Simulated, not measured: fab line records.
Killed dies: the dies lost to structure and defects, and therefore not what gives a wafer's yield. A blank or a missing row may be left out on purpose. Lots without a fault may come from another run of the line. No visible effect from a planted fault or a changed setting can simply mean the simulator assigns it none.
fab line records	flow sky130
record: lots: 12	wafers: 36	last-day: 50
route steps=708 shown VT_ADJUST_NCORE@127 SONOS_TUNNEL@163 PAD_OPEN@708
lots untouched by any fault: they come from a run of this same line in which no faults occurred
start-h: hours from the record's opening day to when the first of the lot's shown wafers began	wait-h: how many hours have passed since the lot's step before this one	" as in the row above	L1.1+2: one row covering several wafers at once	- either no value or no given start	* or withheld: withheld	< > ~ a bound
route shown NAME@n: NAME is a module with steps in the file, n the number in the route of the first one	usual: mean/standard deviation of fault-free wafers	same: alike in all rows	chamber/n: place in a boat	sites: readings site by site	_std_site: the values' standard deviation	_edge_site: outer sites' mean less inner sites'	radius-mm: how far each site lies from the wafer's centre	mask NAME#n: copy n	behind: tool/chamber where the wafer was last shaped	hold: cause of the lot's hold/its duration in hours/its outcome	device: the n, p or np transistor that did not switch	end of line: at the end of the route, the tests of the same wafers	a step with no rows: only its recipe	killed: dies lost to structure and defects at the first sort, not the wafer's yield	map: a wafer's dies, x killed, . not, _ none there
set.NAME: the setting the step ran with; set.NAME@STEP: the setting that earlier step ran with	model.NAME: the simulator's own value behind a step, which no gauge read
route steps across a sampled set of lots; one table per step, one row per wafer
services: when a tool's chamber went out of use (start-h, in hours from the record's first day, below 0 if earlier), for how many hours, and the reason
== steps ==
step: SKY_VT_ADJUST_NCORE_OVL_MEAS_08
usual: VT_ADJUST_NCORE_OVL: 0.3/1.3
lot.wafer	tool	chamber	start-h	wait-h	VT_ADJUST_NCORE_OVL[nm]
L433.1	overlay-01	-	197.64	0.1	0.1
L433.3	"	-	"	"	-0.7
L433.5	"	-	"	"	0.6
L434.1	overlay-01	-	198.75	0.1	1.7
L434.3	"	-	"	"	1.5
L434.5	"	-	"	"	0.4
L437.2	overlay-01	-	222.44	0.1	0.9
L437.3	"	-	"	"	1.0
L437.4	"	-	"	"	-0.5
L438.2	overlay-01	-	230.44	0.1	2.8
L438.3	"	-	"	"	0.2
L438.5	"	-	"	"	-1.4
L441.2	overlay-02	-	237.15	0.1	-1.2
L441.3	"	-	"	"	0.3
L441.4	"	-	"	"	0.2
L442.3	overlay-02	-	245.45	0.1	-0.8
L442.4	"	-	"	"	-0.6
L442.6	"	-	"	"	-0.1
L445.2	overlay-01	-	262.91	0.1	1.3
L445.3	"	-	"	"	0.6
L445.5	"	-	"	"	-0.6
L444.1	overlay-01	-	264.25	0.1	2.9
L444.3	"	-	"	"	1.2
L444.6	"	-	"	"	-0.4
L446.1	overlay-01	-	271.30	0.1	0.3
L446.2	"	-	"	"	0.1
L446.4	"	-	"	"	0.0
L449.1	overlay-02	-	298.60	0.1	1.8
L449.3	"	-	"	"	1.0
L449.6	"	-	"	"	-0.2
L454.2	overlay-01	-	343.24	0.1	2.8
L454.4	"	-	"	"	1.0
L454.5	"	-	"	"	1.4
L456.2	overlay-01	-	347.59	0.1	1.8
L456.5	"	-	"	"	-1.0
L456.6	"	-	"	"	-1.1
step: SKY_VT_ADJUST_NCORE_STRIP_10
recipe: chemistry: O2/N2	power-w: 1400	pressure-mtorr: 1500	platen-temp-c: withheld	o2-flow-sccm: 3000	n2-flow-sccm: 300	overash-fraction: 0.5
usual: drypump-motor-current-A: 5.80/0.19	oes-product-au: 0.716/0.0043	strip-time-to-endpoint-s: 14.15/0.045
lot.wafer	tool	chamber	start-h	wait-h	drypump-motor-current-A	oes-product-au	rf-hours-counter-h	strip-time-to-endpoint-s
L433.1	plasma-asher-04	1	197.82	0.1	6.14	0.719	52	14.10
L433.3	"	1	"	"	6.15	0.712	-	14.10
L433.5	"	0	"	"	5.83	0.720	-	14.11
L434.1	plasma-asher-04	1	198.94	0.1	6.14	0.711	52	14.14
L434.3	"	0	"	"	5.83	0.718	-	14.14
L434.5	"	1	"	"	6.15	0.723	-	14.14
L437.2	plasma-asher-02	1	222.62	0.1	5.87	0.710	6	14.14
L437.3	"	0	"	"	5.57	0.714	-	14.17
L437.4	"	1	"	"	5.88	0.722	-	14.16
L438.2	plasma-asher-02	1	230.62	0.1	5.84	0.714	7	14.11
L438.3	"	0	"	"	5.57	0.716	-	14.12
L438.5	"	1	"	"	5.87	0.721	-	14.11
L441.2	plasma-asher-03	1	237.33	0.1	5.74	0.709	59	14.20
L441.3	"	0	"	"	5.60	0.703	-	14.20
L441.4	"	1	"	"	5.74	0.708	-	14.19
L442.3	plasma-asher-04	1	245.66	0.1	6.16	0.718	-	14.10
L442.4	"	0	"	"	5.81	0.711	-	14.09
L442.6	"	0	"	"	5.81	0.706	-	14.08
L445.2	plasma-asher-04	1	263.09	0.1	6.14	0.717	57	14.19
L445.3	"	1	"	"	6.15	0.710	-	14.20
L445.5	"	1	"	"	6.15	0.718	-	14.18
L444.1	plasma-asher-03	0	264.43	0.1	5.60	0.708	62	14.10
L444.3	"	0	"	"	5.61	0.721	-	14.12
L444.6	"	0	"	"	5.61	0.719	-	14.16
L446.1	plasma-asher-02	1	271.49	0.1	5.85	0.717	11	14.16
L446.2	"	0	"	"	5.59	0.717	11	14.19
L446.4	"	1	"	"	5.86	0.719	-	14.19
L449.1	plasma-asher-03	1	298.78	0.1	5.74	0.717	65	14.13
L449.3	"	0	"	"	5.61	0.714	-	14.12
L449.6	"	0	"	"	5.63	0.718	-	14.16
L454.2	plasma-asher-03	0	343.42	0.1	5.63	0.717	69	14.25
L454.4	"	0	"	"	5.62	0.713	-	14.24
L454.5	"	0	"	"	5.62	0.708	-	14.18
L456.2	plasma-asher-02	0	347.77	0.1	5.57	0.714	18	14.24
L456.5	"	0	"	"	5.55	0.714	-	14.24
L456.6	"	1	"	"	5.83	0.711	-	14.23
step: SKY_VT_ADJUST_NCORE_TW_MEAS_11
usual: VT_ADJUST_NCORE_TW: 220.1/1.6
lot.wafer	tool	chamber	start-h	wait-h	VT_ADJUST_NCORE_TW
L433.1	film-metro-04	-	197.92	0.1	217.9
L433.3	"	-	"	"	219.9
L433.5	"	-	"	"	218.5
L434.1	film-metro-04	-	199.04	0.1	217.6
L434.3	"	-	"	"	218.8
L434.5	"	-	"	"	218.5
L437.2	film-metro-02	-	222.73	0.1	221.3
L437.3	"	-	"	"	220.2
L437.4	"	-	"	"	220.5
L438.2	film-metro-03	-	230.73	0.1	221.9
L438.3	"	-	"	"	221.4
L438.5	"	-	"	"	221.4
L441.2	film-metro-04	-	237.44	0.1	218.0
L441.3	"	-	"	"	218.6
L441.4	"	-	"	"	218.0
L442.3	film-metro-03	-	245.74	0.1	221.6
L442.4	"	-	"	"	222.0
L442.6	"	-	"	"	221.1
L445.2	film-metro-03	-	263.20	0.1	220.4
L445.3	"	-	"	"	220.7
L445.5	"	-	"	"	220.9
L444.1	film-metro-03	-	264.53	0.1	219.8
L444.3	"	-	"	"	220.8
L444.6	"	-	"	"	220.2
L446.1	film-metro-04	-	271.59	0.1	218.1
L446.2	"	-	"	"	219.6
L446.4	"	-	"	"	219.5
L449.1	film-metro-04	-	298.88	0.1	218.3
L449.3	"	-	"	"	217.7
L449.6	"	-	"	"	217.7
L454.2	film-metro-03	-	343.53	0.1	221.0
L454.4	"	-	"	"	222.8
L454.5	"	-	"	"	221.9
L456.2	film-metro-02	-	347.88	0.1	221.7
L456.5	"	-	"	"	221.4
L456.6	"	-	"	"	220.0
step: SKY_SONOS_TUNNEL_IMPLANT_09
recipe: species: B	energy-kev: 20	dose-cm2: 1e+12	tilt-deg: withheld
usual: dose-ions-cm2: 1.0002e+12/9.8e+08	faraday-current-uA: 5.64/0.11
lot.wafer	tool	chamber	start-h	wait-h	dose-ions-cm2	faraday-current-uA
L433.1	implanter-02	0	266.32	0.0	1.0007e+12	5.69
L433.3	"	0	"	"	1.0018e+12	5.86
L433.5	"	0	"	"	9.997e+11	5.61
L434.1	implanter-04	0	267.29	0.0	9.98e+11	5.56
L434.3	"	0	"	"	9.991e+11	5.66
L434.5	"	0	"	"	9.996e+11	5.30
L437.2	implanter-01	0	294.97	0.0	1.0007e+12	5.56
L437.3	"	0	"	"	1.0008e+12	5.66
L437.4	"	0	"	"	9.989e+11	5.63
L438.2	implanter-04	0	303.40	0.0	9.999e+11	5.79
L438.3	"	0	"	"	1.0005e+12	5.61
L438.5	"	0	"	"	9.993e+11	5.74
L441.2	implanter-04	0	309.61	0.0	1.0006e+12	5.58
L441.3	"	0	"	"	9.995e+11	5.67
L441.4	"	0	"	"	1.0009e+12	5.45
L442.3	implanter-01	0	320.71	0.2	1.0003e+12	5.68
L442.4	"	0	"	"	1.001e+12	5.79
L442.6	"	0	"	"	9.992e+11	5.84
L445.2	implanter-01	0	339.55	0.0	9.997e+11	5.76
L445.3	"	0	"	"	9.997e+11	5.46
L445.5	"	0	"	"	9.983e+11	5.53
L444.1	implanter-01	0	342.97	0.0	9.996e+11	5.81
L444.3	"	0	"	"	9.992e+11	5.55
L444.6	"	0	"	"	9.984e+11	5.65
L446.1	implanter-02	0	349.64	0.0	1.0008e+12	5.54
L446.2	"	0	"	"	9.983e+11	5.54
L446.4	"	0	"	"	9.987e+11	5.71
L449.1	implanter-02	0	378.97	0.0	1.0005e+12	5.74
L449.3	"	0	"	"	1.0005e+12	5.69
L449.6	"	0	"	"	1.0014e+12	5.66
L454.2	implanter-02	0	428.70	0.0	2.983e+11	1.65
L454.4	"	0	"	"	2.969e+11	1.68
L454.5	"	0	"	"	2.987e+11	1.68
L456.2	implanter-02	0	434.42	0.0	2.993e+11	1.72
L456.5	"	0	"	"	2.996e+11	1.69
L456.6	"	0	"	"	2.994e+11	1.70
step: SKY_SONOS_TUNNEL_TW_MEAS_12
usual: SONOS_TUNNEL_TW: 197.2/1.2
lot.wafer	tool	chamber	start-h	wait-h	SONOS_TUNNEL_TW
L433.1	film-metro-04	-	266.91	0.0	196.6
L433.3	"	-	"	"	196.8
L433.5	"	-	"	"	197.2
L434.1	film-metro-01	-	267.88	0.0	197.4
L434.3	"	-	"	"	196.2
L434.5	"	-	"	"	196.6
L437.2	film-metro-03	-	295.36	0.0	198.3
L437.3	"	-	"	"	198.9
L437.4	"	-	"	"	199.2
L438.2	film-metro-04	-	303.80	0.0	197.3
L438.3	"	-	"	"	196.6
L438.5	"	-	"	"	196.4
L441.2	film-metro-04	-	310.04	0.0	196.1
L441.3	"	-	"	"	196.2
L441.4	"	-	"	"	196.7
L442.3	film-metro-04	-	321.09	0.0	196.1
L442.4	"	-	"	"	196.8
L442.6	"	-	"	"	196.4
L445.2	film-metro-03	-	340.19	0.0	199.6
L445.3	"	-	"	"	199.7
L445.5	"	-	"	"	199.1
L444.1	film-metro-04	-	343.63	0.0	197.2
L444.3	"	-	"	"	197.1
L444.6	"	-	"	"	197.0
L446.1	film-metro-01	-	350.07	0.0	196.7
L446.2	"	-	"	"	196.3
L446.4	"	-	"	"	196.3
L449.1	film-metro-01	-	379.42	0.0	197.3
L449.3	"	-	"	"	197.5
L449.6	"	-	"	"	197.5
L454.2	film-metro-04	-	429.09	0.0	140.6
L454.4	"	-	"	"	141.1
L454.5	"	-	"	"	141.1
L456.2	film-metro-01	-	434.83	0.0	141.7
L456.5	"	-	"	"	142.0
L456.6	"	-	"	"	141.7
step: SKY_PAD_OPEN_PROBE_99
usual: killed_at_M0_to_M3: 44/7.3	killed_at_M4_up: 3.4/1.7	killed-at-contacts: 24/5.3	killed-at-front-end: 15/4.1	killed-at-other: 0.4/0.68	killed-dies: 87/9.5	killed-on-rim: 17/3.8	killed-open: 48/7.1	killed-short: 39/5.8
same: gross-dies: 492	killed-at-back-side: 0
lot.wafer	tool	chamber	start-h	wait-h	killed_at_M0_to_M3	killed_at_M4_up	killed-at-contacts	killed-at-front-end	killed-at-other	killed-dies	killed-on-rim	killed-open	killed-short
L444.1	prober-02	-	1144.34	0.1	37	4	23	13	1	78	16	39	38
L444.3	prober-02	-	1144.44	0.2	39	4	14	16	1	74	11	36	38
L444.6	prober-02	-	1144.59	0.2	46	4	19	16	0	85	14	45	38
killed by level:class
L444.1 METAL2:geometric-particle:short=10 CONTACT:geometric-particle:open=8 VIA3:geometric-particle:open=8 VIA1:geometric-particle:open=6 LI_CONTACT:geometric-particle:short=5 LI_CONTACT:geometric-particle:open=5 FIELD_ISO:geometric-particle:open=4 METAL1:geometric-particle:short=3
L444.3 VIA1:geometric-particle:open=9 VIA1:geometric-particle:short=6 VIA3:geometric-particle:open=6 FIELD_ISO:geometric-particle:open=5 VIA2:geometric-particle:short=5 POLY_GATE:geometric-particle:short=4 CONTACT:geometric-particle:open=4 METAL4:geometric-particle:short=4
L444.6 VIA1:geometric-particle:open=14 CONTACT:geometric-particle:open=9 METAL1:geometric-particle:short=7 VIA3:geometric-particle:open=6 VIA2:geometric-particle:open=4 METAL3:geometric-particle:short=4 FIELD_ISO:geometric-particle:short=3 POLY_GATE:geometric-particle:short=3
== services ==
tool	chamber	start-h	hours	kind
plasma-asher-02	-	184.72	14.6	pm
implanter-01	-	196.60	7.2	repair
plasma-asher-04	-	212.44	14.6	pm
implanter-02	-	216.12	10.5	repair
implanter-04	-	216.35	3.5	pm
implanter-04	-	220.82	0.6	repair
implanter-04	-	224.83	0.7	repair
implanter-01	-	232.34	27.8	pm
implanter-04	-	253.82	2.1	repair
implanter-01	-	262.03	1.9	repair
plasma-asher-02	-	262.62	1.3	repair
implanter-02	-	280.75	4.0	pm
implanter-04	-	318.89	7.2	pm
implanter-01	-	326.77	1.2	repair
plasma-asher-04	-	344.96	1.2	repair
plasma-asher-02	-	346.46	0.3	repair
plasma-asher-02	-	376.71	1.2	repair
implanter-01	-	384.05	3.6	pm
implanter-01	-	391.02	1.8	repair
implanter-02	-	397.58	2.9	repair
implanter-02	-	406.96	2.7	repair
plasma-asher-03	-	421.25	9.0	pm
plasma-asher-03	0	421.25	9.0	vent-cycle
plasma-asher-03	1	421.25	9.0	vent-cycle
== key ==
first-sign: step: SKY_SONOS_TUNNEL_IMPLANT_09	reading: dose-ions-cm2	direction: down	sigmas: 99+	usual: *	struck: *
effect: step: SKY_SONOS_TUNNEL_IMPLANT_09	reading: faraday-current-uA	direction: down	sigmas: 36	usual: 5.64	struck: 1.69
effect: step: SKY_SONOS_TUNNEL_TW_MEAS_12	reading: SONOS_TUNNEL_TW	direction: down	sigmas: 45	usual: 197.2	struck: 141.4
met-at SKY_SONOS_TUNNEL_IMPLANT_09
struck-lots L454,L456
tester-left-out L454,L456
not-acting-at SKY_VT_ADJUST_NCORE_OVL_MEAS_08,SKY_VT_ADJUST_NCORE_STRIP_10,SKY_VT_ADJUST_NCORE_TW_MEAS_11
onset-between 378.97 428.70
fault: kind: process-parameter-drift	tool: implanter-02	chamber: -	onset-h: 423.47	steps: SKY_SONOS_TUNNEL_IMPLANT_09	channel: dose-cm2	offset: *	shape: step	end-h: 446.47	acts-in: *	stated: *
tester-left-out: of these lots the tester's yield and bins aren't shown, on N5 and GAA mostly nor the transistor test; their killed dies are dies lost to structure and defects alone, not to doping, threshold or leakage, so they don't give the yield
